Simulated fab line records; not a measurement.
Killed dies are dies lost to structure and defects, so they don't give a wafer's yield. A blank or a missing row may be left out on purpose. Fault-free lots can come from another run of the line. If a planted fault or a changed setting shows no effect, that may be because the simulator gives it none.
fab line records	flow sky130
record lots=24	wafers=72	last_day=50
route steps=708 shown FIELD_ISO@26 LI_CONTACT@364 LOCAL_INTERCONNECT@399 CAPM@538
lots that met no fault: from a run of the same line without faults
start_h: start of the lot's first displayed wafer, in hours after the record's first day	wait_h: hours elapsed since this lot's preceding step	" same as the row above	L1.1+2: several wafers, shown together as one row	- no value, or no start given	* or withheld: withheld	< > ~ a bound
route shown NAME@n: NAME is a module with steps in the file, n the number in the route of the first one	usual: mean/standard deviation taken from wafers without a fault	same: alike in all rows	chamber/n: place in a boat	sites: per-site readings	_std_site: the standard deviation of these	_edge_site: outer sites' mean less inner sites'	radius_mm: for every site, how far away it sits from the centre of the wafer	mask NAME#n: copy n	behind: tool/chamber where the wafer was last shaped	hold: reason for holding the lot/hours on hold/outcome of the hold	device: the n, p or np transistor that did not switch	end of line: tests run on the same wafers once the route is complete	a step with no rows: only its recipe	killed: the dies lost at the first sort to structure and to defects; this is not the yield of the wafer	map: a wafer's dies, marking killed ones x, the rest . and places with no die _
set.NAME: the setting as run; set.NAME@STEP: as run at that earlier step	model.NAME: the simulator's own value behind a step, which no gauge read
a sample of lots followed through the steps of the route, with each step as a table and each wafer as a row
services: a tool's chamber out of use, with start hour (start_h, from the record's first day; less than 0 if before it), hours out, and reason
## steps
# step SKY_FIELD_ISO_THK_MEAS_25
# recipe reads=SiO2_of_FIELD_ISO_CVD_24
# usual FIELD_ISO_CVD_24_THK=596/8.2
lot.wafer	tool	chamber	start_h	wait_h	FIELD_ISO_CVD_24_THK[nm]
L074.2	film_metro-04	-	32.70	0.1	614
L074.3	"	-	"	"	615
L074.6	"	-	"	"	615
L075.1	film_metro-04	-	37.83	0.0	592
L075.3	"	-	"	"	605
L075.6	"	-	"	"	592
L076.1	film_metro-01	-	41.90	0.0	588
L076.2	"	-	"	"	584
L076.4	"	-	"	"	596
L077.2	film_metro-02	-	50.51	0.0	607
L077.3	"	-	"	"	603
L077.6	"	-	"	"	608
L078.2	film_metro-02	-	55.94	0.0	613
L078.3	"	-	"	"	581
L078.6	"	-	"	"	608
L079.1	film_metro-04	-	58.61	0.0	585
L079.3	"	-	"	"	603
L079.4	"	-	"	"	613
L080.1	film_metro-04	-	62.54	0.0	584
L080.4	"	-	"	"	599
L080.5	"	-	"	"	589
L081.1	film_metro-01	-	70.25	0.0	591
L081.2	"	-	"	"	594
L081.3	"	-	"	"	597
L082.1	film_metro-01	-	75.88	0.0	588
L082.2	"	-	"	"	594
L082.3	"	-	"	"	590
L083.1	film_metro-04	-	84.05	0.0	596
L083.3	"	-	"	"	590
L083.6	"	-	"	"	590
L084.2	film_metro-02	-	84.06	0.0	604
L084.4	"	-	"	"	593
L084.6	"	-	"	"	593
L086.1	film_metro-01	-	95.43	0.0	601
L086.3	"	-	"	"	604
L086.6	"	-	"	"	595
L085.3	film_metro-04	-	95.49	0.1	591
L085.4	"	-	"	"	587
L085.6	"	-	"	"	594
L087.2	film_metro-04	-	103.78	0.0	585
L087.4	"	-	"	"	593
L087.5	"	-	"	"	593
L088.1	film_metro-01	-	109.68	0.0	597
L088.3	"	-	"	"	596
L088.6	"	-	"	"	600
L089.1	film_metro-02	-	116.32	0.0	601
L089.2	"	-	"	"	607
L089.3	"	-	"	"	593
L090.2	film_metro-01	-	117.50	0.0	605
L090.4	"	-	"	"	602
L090.6	"	-	"	"	608
L091.1	film_metro-01	-	123.85	0.0	595
L091.3	"	-	"	"	586
L091.5	"	-	"	"	594
L092.1	film_metro-02	-	128.12	0.0	603
L092.2	"	-	"	"	591
L092.6	"	-	"	"	593
L093.4	film_metro-01	-	136.19	0.0	591
L093.5	"	-	"	"	581
L093.6	"	-	"	"	587
L094.3	film_metro-04	-	137.36	0.1	588
L094.4	"	-	"	"	600
L094.5	"	-	"	"	598
L095.1	film_metro-04	-	141.51	0.0	595
L095.3	"	-	"	"	587
L095.6	"	-	"	"	588
L096.4	film_metro-04	-	146.56	0.0	591
L096.5	"	-	"	"	592
L096.6	"	-	"	"	597
L097.1	film_metro-02	-	155.87	0.0	594
L097.4	"	-	"	"	599
L097.5	"	-	"	"	605
# step SKY_LI_CONTACT_CMP_02
# recipe material=PSG	down_force_psi=4	platen_rpm=60	pad_velocity_m_s=0.94248
# usual motor_current_A=11.9/1	time_to_endpoint_s=32.9/2.8
lot.wafer	tool	chamber	start_h	wait_h	motor_current_A	time_to_endpoint_s
L074.2	cmp-02	1	655.02	0.1	12.3	32.6
L074.3	"	2	"	"	10.8	32.7
L074.6	"	0	"	"	10.5	31.3
L075.1	cmp-01	1	667.30	0.1	10.8	34.0
L075.3	"	3	"	"	12.2	33.2
L075.6	"	0	"	"	13.6	34.5
L076.1	cmp-01	3	673.67	0.1	12.2	33.1
L076.2	"	0	"	"	14.0	34.5
L076.4	"	2	"	"	13.8	32.1
L077.3	cmp-01	3	692.05	0.0	11.5	34.3
L077.2	"	1	"	"	10.7	33.3
L077.6	"	0	"	"	13.8	32.3
L078.3	cmp-02	3	692.35	0.0	11.9	36.3
L078.2	"	0	"	"	10.6	36.2
L078.6	"	0	"	"	10.5	33.9
L079.1	cmp-01	3	704.65	0.1	11.2	34.4
L079.4	"	0	"	"	13.3	38.0
L079.3	"	2	"	"	12.8	33.7
L080.1	cmp-02	0	717.35	0.1	10.6	34.5
L080.4	"	3	"	"	11.8	35.6
L080.5	"	1	"	"	12.7	38.3
L081.2	cmp-01	0	723.95	0.0	13.8	37.6
L081.1	"	1	"	"	11.1	33.4
L081.3	"	2	"	"	13.2	31.0
L082.2	cmp-01	1	745.17	0.2	11.3	31.7
L082.3	"	2	"	"	12.7	28.5
L082.1	"	0	"	"	14.4	34.8
L083.3	cmp-01	0	750.44	0.0	13.7	33.9
L083.1	"	2	"	"	13.1	28.7
L083.6	"	0	"	"	13.5	34.6
L084.2	cmp-02	0	754.75	0.1	10.5	32.1
L084.4	"	1	"	"	12.1	36.4
L084.6	"	3	"	"	11.5	32.4
L086.3	cmp-02	0	758.71	0.1	10.5	34.3
L086.1	"	1	"	"	12.1	34.5
L086.6	"	3	"	"	11.4	35.9
L085.4	cmp-02	1	760.95	0.1	12.7	33.4
L085.3	"	2	"	"	10.9	28.7
L085.6	"	3	"	"	12.1	34.9
L087.2	cmp-02	3	771.85	0.1	11.7	32.0
L087.4	"	0	"	"	10.9	29.1
L087.5	"	1	"	"	12.6	33.6
L088.1	cmp-02	3	774.12	0.1	12.4	33.8
L088.3	"	0	"	"	10.7	32.8
L088.6	"	3	"	"	11.8	34.2
L089.2	cmp-02	0	784.95	0.0	10.7	33.1
L089.3	"	1	"	"	12.7	36.5
L089.1	"	2	"	"	11.3	33.3
L090.2	cmp-01	3	786.25	0.0	11.4	30.0
L090.4	"	2	"	"	12.9	28.4
L090.6	"	0	"	"	13.7	31.9
L091.3	cmp-02	0	796.30	0.1	11.1	32.6
L091.1	"	1	"	"	11.9	36.5
L091.5	"	3	"	"	12.1	35.0
L092.1	cmp-02	3	802.35	0.1	11.6	31.6
L092.2	"	0	"	"	11.1	28.1
L092.6	"	2	"	"	11.1	31.7
L093.4	cmp-01	1	807.57	0.0	11.0	30.0
L093.5	"	1	"	"	10.8	34.2
L093.6	"	2	"	"	12.5	27.6
L095.3	cmp-01	1	827.23	0.1	11.0	30.8
L095.1	"	3	"	"	12.2	29.8
L095.6	"	0	"	"	13.0	32.0
L094.3	cmp-02	3	831.30	0.1	12.1	30.8
L094.4	"	0	"	"	11.0	30.3
L094.5	"	2	"	"	11.2	24.9
L096.4	cmp-01	1	836.00	0.1	10.7	34.5
L096.6	"	0	"	"	13.5	36.3
L096.5	"	1	"	"	11.0	33.2
L097.1	cmp-02	2	836.30	0.1	11.3	28.4
L097.4	"	0	"	"	10.0	33.2
L097.5	"	1	"	"	13.2	33.3
# step SKY_LOCAL_INTERCONNECT_OVL_MEAS_12
# usual LOCAL_INTERCONNECT_OVL=1/5.6
lot.wafer	tool	chamber	start_h	wait_h	LOCAL_INTERCONNECT_OVL[nm]
L074.2	overlay-01	-	714.10	0.1	7
L074.3	"	-	"	"	6
L074.6	"	-	"	"	7
L075.1	overlay-02	-	724.92	0.1	6
L075.3	"	-	"	"	4
L075.6	"	-	"	"	2
L076.1	overlay-02	-	731.59	0.1	-5
L076.2	"	-	"	"	2
L076.4	"	-	"	"	-3
L077.2	overlay-02	-	749.52	0.1	-4
L077.3	"	-	"	"	-4
L077.6	"	-	"	"	4
L078.2	overlay-02	-	749.87	0.1	5
L078.3	"	-	"	"	-2
L078.6	"	-	"	"	5
L079.1	overlay-01	-	761.82	0.1	-2
L079.3	"	-	"	"	1
L079.4	"	-	"	"	4
L080.1	overlay-02	-	774.99	0.1	5
L080.4	"	-	"	"	2
L080.5	"	-	"	"	-3
L081.1	overlay-01	-	780.69	0.1	5
L081.2	"	-	"	"	6
L081.3	"	-	"	"	-2
L082.1	overlay-01	-	801.77	0.1	0
L082.2	"	-	"	"	-2
L082.3	"	-	"	"	7
L083.1	overlay-01	-	806.44	0.1	2
L083.3	"	-	"	"	7
L083.6	"	-	"	"	-4
L084.2	overlay-01	-	810.15	0.1	0
L084.4	"	-	"	"	2
L084.6	"	-	"	"	0
L086.1	overlay-01	-	814.52	0.1	2
L086.3	"	-	"	"	1
L086.6	"	-	"	"	4
L085.3	overlay-02	-	816.00	0.1	9
L085.4	"	-	"	"	7
L085.6	"	-	"	"	6
L087.2	overlay-02	-	827.24	0.1	-1
L087.4	"	-	"	"	0
L087.5	"	-	"	"	0
L088.1	overlay-02	-	829.79	0.1	0
L088.3	"	-	"	"	7
L088.6	"	-	"	"	6
L089.1	overlay-02	-	840.39	0.1	-4
L089.2	"	-	"	"	-2
L089.3	"	-	"	"	4
L090.2	overlay-02	-	841.68	0.1	9
L090.4	"	-	"	"	1
L090.6	"	-	"	"	-2
L091.1	overlay-01	-	850.84	0.1	3
L091.3	"	-	"	"	2
L091.5	"	-	"	"	3
L092.1	overlay-01	-	856.07	0.1	-16
L092.2	"	-	"	"	-1
L092.6	"	-	"	"	-5
L093.4	overlay-01	-	862.71	0.1	8
L093.5	"	-	"	"	4
L093.6	"	-	"	"	9
L095.1	overlay-02	-	881.82	0.1	-5
L095.3	"	-	"	"	-1
L095.6	"	-	"	"	-8
L094.3	overlay-02	-	886.65	0.1	14
L094.4	"	-	"	"	9
L094.5	"	-	"	"	14
L096.4	overlay-02	-	890.15	0.1	3
L096.5	"	-	"	"	-4
L096.6	"	-	"	"	-3
L097.1	overlay-01	-	890.39	0.1	-10
L097.4	"	-	"	"	2
L097.5	"	-	"	"	-4
# step SKY_LOCAL_INTERCONNECT_METAL_ETCH_14
# recipe target_depth_nm=110	stop_on=PSG	chemistry=Cl2/BCl3	target=TiN	resist_sidewall_deg=88	pressure_mtorr=10	icp_w=900	bias_w=48.5	Cl2_flow_sccm=60	bcl3_flow_sccm=30	time_s=31.4
# usual drypump_motor_current_A=5.9/0.32	oes_product_au=0.940/0.0082	throttle_valve_pct=21.902/0.0092
lot.wafer	tool	chamber	start_h	wait_h	drypump_motor_current_A	oes_product_au	rf_hours_counter_h	throttle_valve_pct
L074.2	rie_metal-04	1	714.19	0.0	6.5	0.941	11	21.893
L074.3	"	1	"	"	6.6	0.948	-	21.901
L074.6	"	1	"	"	6.5	0.940	-	21.895
L075.1	rie_metal-02	0	725.02	0.0	6.1	0.932	13	21.915
L075.3	"	1	"	"	5.7	0.955	-	21.890
L075.6	"	0	"	"	6.1	0.938	-	21.900
L076.1	rie_metal-04	0	731.69	0.0	5.6	0.933	1	21.918
L076.2	"	1	"	"	6.5	0.943	12	21.899
L076.4	"	1	"	"	6.6	0.933	-	21.909
L077.2	rie_metal-04	1	749.62	0.0	6.5	0.929	12	21.902
L077.3	"	1	"	"	6.5	0.931	-	21.900
L077.6	"	0	"	"	5.6	0.946	-	21.897
L078.2	rie_metal-02	1	749.97	0.0	5.7	0.953	12	21.899
L078.3	"	1	"	"	5.8	0.951	-	21.889
L078.6	"	1	"	"	5.7	0.950	-	21.893
L079.1	rie_metal-03	1	761.92	0.0	5.7	0.954	11	21.891
L079.3	"	1	"	"	5.7	0.954	-	21.904
L079.4	"	0	"	"	6.0	0.961	-	21.904
L080.1	rie_metal-04	0	775.09	0.0	5.6	0.939	2	21.911
L080.4	"	1	"	"	6.6	0.951	-	21.888
L080.5	"	1	"	"	6.5	0.947	-	21.897
L081.1	rie_metal-03	0	780.79	0.0	6.0	0.941	13	21.907
L081.2	"	1	"	"	5.7	0.934	12	21.901
L081.3	"	1	"	"	5.7	0.933	-	21.907
L082.1	rie_metal-04	0	801.87	0.0	5.6	0.937	3	21.900
L082.2	"	1	"	"	6.5	0.933	14	21.924
L082.3	"	0	"	"	5.6	0.947	-	21.898
L083.1	rie_metal-04	0	806.54	0.0	5.6	0.935	3	21.911
L083.3	"	0	"	"	5.6	0.935	-	21.908
L083.6	"	1	"	"	6.5	0.941	-	21.906
L084.2	rie_metal-03	0	810.24	0.0	6.0	0.938	14	21.896
L084.4	"	1	"	"	5.7	0.938	-	21.882
L084.6	"	0	"	"	6.0	0.933	-	21.890
L086.1	rie_metal-04	0	814.62	0.0	5.6	0.931	4	21.904
L086.3	"	0	"	"	5.6	0.938	-	21.898
L086.6	"	0	"	"	5.6	0.934	-	21.908
L085.3	rie_metal-02	1	816.11	0.0	5.7	0.941	-	21.910
L085.4	"	0	"	"	6.1	0.936	-	21.893
L085.6	"	1	"	"	5.7	0.941	-	21.905
L087.2	rie_metal-02	1	827.42	0.1	5.7	0.942	-	21.897
L087.4	"	1	"	"	5.7	0.941	-	21.910
L087.5	"	1	"	"	5.7	0.934	-	21.900
L088.1	rie_metal-03	1	829.89	0.0	5.7	0.935	14	21.913
L088.3	"	1	"	"	5.7	0.944	-	21.907
L088.6	"	0	"	"	6.0	0.946	-	21.903
L089.1	rie_metal-03	1	840.51	0.1	5.7	0.945	14	21.899
L089.2	"	0	"	"	6.0	0.944	15	21.890
L089.3	"	1	"	"	5.7	0.950	-	21.908
L090.2	rie_metal-03	0	841.77	0.0	6.0	0.926	15	21.900
L090.4	"	0	"	"	6.0	0.919	-	21.925
L090.6	"	1	"	"	5.7	0.934	-	21.912
L091.1	rie_metal-03	0	850.94	0.0	6.0	0.938	16	21.915
L091.3	"	1	"	"	5.7	0.936	-	21.908
L091.5	"	0	"	"	6.0	0.944	-	21.904
L092.1	rie_metal-04	0	856.23	0.1	5.6	0.928	5	21.914
L092.2	"	0	"	"	5.6	0.923	-	21.905
L092.6	"	0	"	"	5.6	0.938	-	21.900
L093.4	rie_metal-02	1	862.81	0.0	5.7	0.930	-	21.890
L093.5	"	1	"	"	5.8	0.936	-	21.902
L093.6	"	0	"	"	6.1	0.952	-	21.909
L095.1	rie_metal-03	1	881.92	0.0	5.7	0.949	16	21.897
L095.3	"	1	"	"	5.7	0.929	-	21.911
L095.6	"	0	"	"	6.0	0.930	-	21.911
L094.3	rie_metal-03	1	886.84	0.1	5.7	0.940	-	21.900
L094.4	"	1	"	"	5.7	0.941	-	21.901
L094.5	"	1	"	"	5.7	0.947	-	21.899
L096.4	rie_metal-04	1	890.25	0.0	6.5	0.947	-	21.915
L096.5	"	0	"	"	5.6	0.949	-	21.892
L096.6	"	1	"	"	6.5	0.946	-	21.900
L097.1	rie_metal-02	0	890.49	0.0	6.1	0.944	4	21.893
L097.4	"	0	"	"	6.1	0.932	-	21.904
L097.5	"	0	"	"	6.1	0.928	-	21.919
# step SKY_CAPM_THK_MEAS_01
# recipe reads=SiO2_of_CAPM_CVD_00
# usual CAPM_CVD_00_THK=15.50/0.27
lot.wafer	tool	chamber	start_h	wait_h	CAPM_CVD_00_THK[nm]
L074.2	film_metro-03	-	857.96	-	15.07
L074.3	"	-	"	"	15.13
L074.6	"	-	"	"	15.38
L075.1	film_metro-01	-	868.54	-	15.83
L075.3	"	-	"	"	15.43
L075.6	"	-	"	"	15.67
L076.1	film_metro-01	-	875.57	-	15.75
L076.2	"	-	"	"	15.29
L076.4	"	-	"	"	15.69
L077.2	film_metro-02	-	893.07	-	15.27
L077.3	"	-	"	"	15.80
L077.6	"	-	"	"	16.02
L078.2	film_metro-01	-	893.49	-	15.18
L078.3	"	-	"	"	15.32
L078.6	"	-	"	"	15.31
L079.1	film_metro-01	-	904.08	-	15.30
L079.3	"	-	"	"	15.85
L079.4	"	-	"	"	15.58
L080.1	film_metro-03	-	916.49	-	15.61
L080.4	"	-	"	"	16.00
L080.5	"	-	"	"	15.49
L081.1	film_metro-01	-	921.79	-	15.67
L081.2	"	-	"	"	15.27
L081.3	"	-	"	"	15.39
L082.1	film_metro-01	-	941.35	-	14.74
L082.2	"	-	"	"	15.56
L082.3	"	-	"	"	15.10
L083.1	film_metro-01	-	947.12	-	15.04
L083.3	"	-	"	"	15.23
L083.6	"	-	"	"	15.86
L084.2	film_metro-02	-	949.46	-	15.37
L084.4	"	-	"	"	15.84
L084.6	"	-	"	"	15.54
L085.3	film_metro-02	-	952.85	-	15.53
L085.4	"	-	"	"	15.78
L085.6	"	-	"	"	15.50
L086.1	film_metro-01	-	952.96	-	14.98
L086.3	"	-	"	"	15.23
L086.6	"	-	"	"	15.15
L087.2	film_metro-02	-	964.26	-	15.46
L087.4	"	-	"	"	15.59
L087.5	"	-	"	"	15.62
L088.1	film_metro-02	-	967.15	-	15.50
L088.3	"	-	"	"	15.32
L088.6	"	-	"	"	15.89
L089.1	film_metro-03	-	976.46	-	15.60
L089.2	"	-	"	"	15.20
L089.3	"	-	"	"	15.17
L090.2	film_metro-02	-	976.77	-	15.49
L090.4	"	-	"	"	15.85
L090.6	"	-	"	"	15.60
L091.1	film_metro-03	-	986.26	-	15.51
L091.3	"	-	"	"	15.61
L091.5	"	-	"	"	15.82
L092.1	film_metro-02	-	991.12	-	15.81
L092.2	"	-	"	"	15.70
L092.6	"	-	"	"	15.94
L093.4	film_metro-02	-	997.04	-	15.83
L093.5	"	-	"	"	15.70
L093.6	"	-	"	"	15.63
L095.1	film_metro-02	-	1014.15	-	15.54
L095.3	"	-	"	"	15.07
L095.6	"	-	"	"	15.46
L094.3	film_metro-03	-	1019.55	-	15.59
L094.4	"	-	"	"	15.52
L094.5	"	-	"	"	15.49
L096.4	film_metro-03	-	1021.94	-	15.48
L096.5	"	-	"	"	15.54
L096.6	"	-	"	"	15.43
L097.1	film_metro-03	-	1022.64	-	15.36
L097.4	"	-	"	"	15.59
L097.5	"	-	"	"	15.62
# step SKY_CAPM_METAL_ETCH_13
# recipe target_depth_nm=220	stop_on=SiO2	chemistry=Cl2/BCl3	target=TiN	pressure_mtorr=10	icp_w=900	bias_w=48.5	Cl2_flow_sccm=60	bcl3_flow_sccm=30	time_s=62.9
# usual drypump_motor_current_A=6.1/0.33	oes_product_au=0.939/0.0099	throttle_valve_pct=21.903/0.011
lot.wafer	tool	chamber	start_h	wait_h	drypump_motor_current_A	oes_product_au	rf_hours_counter_h	throttle_valve_pct
L074.2	rie_metal-04	0	883.78	0.0	5.6	0.953	7	21.900
L074.3	"	1	"	"	6.5	0.934	-	21.909
L074.6	"	0	"	"	5.6	0.940	-	21.903
L075.1	rie_metal-03	1	894.66	0.0	5.7	0.935	16	21.897
L075.3	"	1	"	"	5.7	0.917	-	21.920
L075.6	"	1	"	"	5.7	0.954	-	21.900
L076.1	rie_metal-01	0	901.48	0.0	6.1	0.939	15	21.915
L076.2	"	1	"	"	6.4	0.951	5	21.895
L076.4	"	1	"	"	6.4	0.951	-	21.883
L077.2	rie_metal-04	1	918.86	0.0	6.5	0.945	2	21.903
L077.3	"	1	"	"	6.6	0.934	-	21.887
L077.6	"	1	"	"	6.5	0.943	-	21.913
L078.2	rie_metal-01	1	919.23	0.0	6.3	0.948	6	21.913
L078.3	"	1	"	"	6.4	0.924	-	21.905
L078.6	"	1	"	"	6.4	0.954	-	21.896
L079.1	rie_metal-01	1	929.96	0.0	6.4	0.960	6	21.891
L079.3	"	0	"	"	6.2	0.952	-	21.884
L079.4	"	1	"	"	6.4	0.939	-	21.911
L080.1	rie_metal-01	1	941.76	0.0	6.4	0.951	7	21.891
L080.4	"	1	"	"	6.4	0.934	-	21.914
L080.5	"	0	"	"	6.1	0.941	-	21.878
L081.1	rie_metal-01	1	946.36	0.0	6.4	0.938	7	21.902
L081.2	"	0	"	"	6.2	0.932	17	21.914
L081.3	"	0	"	"	6.1	0.943	-	21.919
L082.1	rie_metal-04	1	965.68	0.0	6.5	0.959	4	21.879
L082.2	"	1	"	"	6.6	0.946	-	21.900
L082.3	"	1	"	"	6.5	0.944	-	21.895
L083.1	rie_metal-03	0	971.63	0.0	6.0	0.935	4	21.903
L083.3	"	0	"	"	6.0	0.952	-	21.903
L083.6	"	0	"	"	6.0	0.951	-	21.916
L084.2	rie_metal-01	1	973.08	0.0	6.4	0.943	8	21.904
L084.4	"	1	"	"	6.4	0.941	-	21.902
L084.6	"	1	"	"	6.3	0.955	-	21.891
L085.3	rie_metal-04	1	977.50	0.0	6.5	0.944	-	21.905
L085.4	"	0	"	"	5.6	0.945	-	21.895
L085.6	"	0	"	"	5.6	0.932	-	21.905
L086.1	rie_metal-03	0	977.81	0.0	6.0	0.932	5	21.917
L086.3	"	0	"	"	6.0	0.949	-	21.894
L086.6	"	0	"	"	6.0	0.925	-	21.910
L087.2	rie_metal-01	1	987.83	0.0	6.4	0.925	9	21.899
L087.4	"	1	"	"	6.4	0.927	-	21.907
L087.5	"	0	"	"	6.2	0.916	-	21.929
L088.1	rie_metal-01	0	991.06	0.0	6.2	0.935	19	21.921
L088.3	"	1	"	"	6.4	0.950	-	21.911
L088.6	"	0	"	"	6.2	0.940	-	21.898
L089.1	rie_metal-03	0	1000.16	0.0	6.0	0.921	7	21.902
L089.2	"	1	"	"	5.7	0.938	1	21.898
L089.3	"	0	"	"	6.0	0.924	-	21.898
L090.2	rie_metal-04	1	1000.46	0.0	6.6	0.929	5	21.924
L090.4	"	1	"	"	6.6	0.929	-	21.915
L090.6	"	0	"	"	5.6	0.957	-	21.903
L091.1	rie_metal-04	1	1010.01	0.0	6.5	0.945	6	21.900
L091.3	"	1	"	"	6.6	0.940	-	21.897
L091.5	"	0	"	"	5.6	0.934	-	21.893
L092.1	rie_metal-01	0	1014.06	0.0	6.1	0.953	21	21.891
L092.2	"	1	"	"	6.3	0.947	11	21.901
L092.6	"	0	"	"	6.1	0.945	-	21.895
L093.4	rie_metal-04	0	1020.58	0.0	5.6	0.931	-	21.925
L093.5	"	1	"	"	6.5	0.941	-	21.895
L093.6	"	0	"	"	5.6	0.936	-	21.891
L095.1	rie_metal-01	1	1036.28	0.0	6.4	0.935	12	21.890
L095.3	"	0	"	"	6.2	0.931	-	21.890
L095.6	"	0	"	"	6.2	0.923	-	21.917
L094.3	rie_metal-04	1	1041.93	0.0	6.6	0.948	-	21.907
L094.4	"	0	"	"	5.6	0.934	-	21.911
L094.5	"	1	"	"	6.6	0.935	-	21.915
L096.4	rie_metal-01	0	1044.44	0.0	6.1	0.950	-	21.889
L096.5	"	1	"	"	6.4	0.953	-	21.894
L096.6	"	0	"	"	6.2	0.940	-	21.908
L097.1	rie_metal-03	0	1045.21	0.0	6.0	0.941	10	21.901
L097.4	"	0	"	"	6.0	0.923	-	21.935
L097.5	"	1	"	"	5.7	0.923	-	21.927
## services
tool	chamber	start_h	hours	kind
rie_metal-01	-	636.99	0.7	repair
rie_metal-03	-	649.12	2.8	pm
cmp-01	-	668.98	0.3	repair
rie_metal-01	-	669.00	14.6	pm
rie_metal-04	0	697.07	-	clean
rie_metal-04	0	697.07	12.8	scheduled_down
rie_metal-04	0	697.07	12.8	vent_cycle
cmp-02	-	715.18	0.3	repair
cmp-02	-	744.08	4.0	pm
cmp-02	-	748.08	4.9	pm
rie_metal-02	1	797.27	13.0	repair
cmp-02	-	814.68	1.3	repair
rie_metal-02	0	826.93	2.3	repair
cmp-01	-	881.40	0.9	repair
cmp-02	-	882.49	1.5	repair
cmp-01	-	899.94	4.1	pm
cmp-02	-	904.19	5.7	pm
cmp-01	-	919.72	4.0	pm
cmp-01	-	941.70	0.7	repair
rie_metal-04	0	946.43	21.8	repair
cmp-01	-	952.95	6.3	pm
cmp-01	-	968.12	1.2	repair
rie_metal-04	-	985.59	14.6	pm
cmp-01	-	998.62	28.9	repair
## key
fault none
